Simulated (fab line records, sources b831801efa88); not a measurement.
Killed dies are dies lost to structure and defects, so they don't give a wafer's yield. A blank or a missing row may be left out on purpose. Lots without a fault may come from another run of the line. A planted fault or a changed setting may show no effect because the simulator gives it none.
Chamber matching | flow sky130 | SKY_VIA1_CMP_24 on cmp-01: 4 sister chambers
The step polishes, stops on SiO2, t overpolish 15 s, target thk 0 nm. 4 wafers are shown with their chamber, then 6 later ones without.

WAFERS WITH THEIR CHAMBER
wafer  | chamber | motor_current_A (A)
L884.3 | 2       | 12.0
L884.4 | 1       | 9.9
L886.3 | 0       | 11.0
L886.5 | 3       | 13.2

WAFERS WITHOUT THEIR CHAMBER
wafer  | motor_current_A (A)
L888.1 | 10.4
L888.4 | 13.6
L888.6 | 10.0
L889.1 | 12.4
L889.2 | 10.8
L889.4 | 12.8

WHICH CHAMBER EACH WENT THROUGH
wafer  | from the rows above     | in truth
L888.1 | can't be placed: 1 or 0 | 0
L888.4 | 3                       | 3
L888.6 | 1                       | 1
L889.1 | can't be placed: 2 or 3 | 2
L889.2 | can't be placed: 0 or 1 | 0
L889.4 | can't be placed: 3 or 2 | 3
Placed correctly: 2 of 6. Can't be placed from these rows: 4 (the true chamber is among the candidates in 4). Placed wrongly: 0.
How it was worked out, from the rows above alone: a wafer's distance from a chamber is the root of the sum, over the readings, of the square of ((its reading less the chamber's mean) divided by the reading's scatter). The wafer belongs to the nearest chamber; if the next one is less than 2 further off, it can't be placed. A chamber's mean is the mean of its shown wafers. The scatter: with one shown wafer a chamber, the root of the mean of the squares of how far each hidden wafer lies from its nearest shown one.
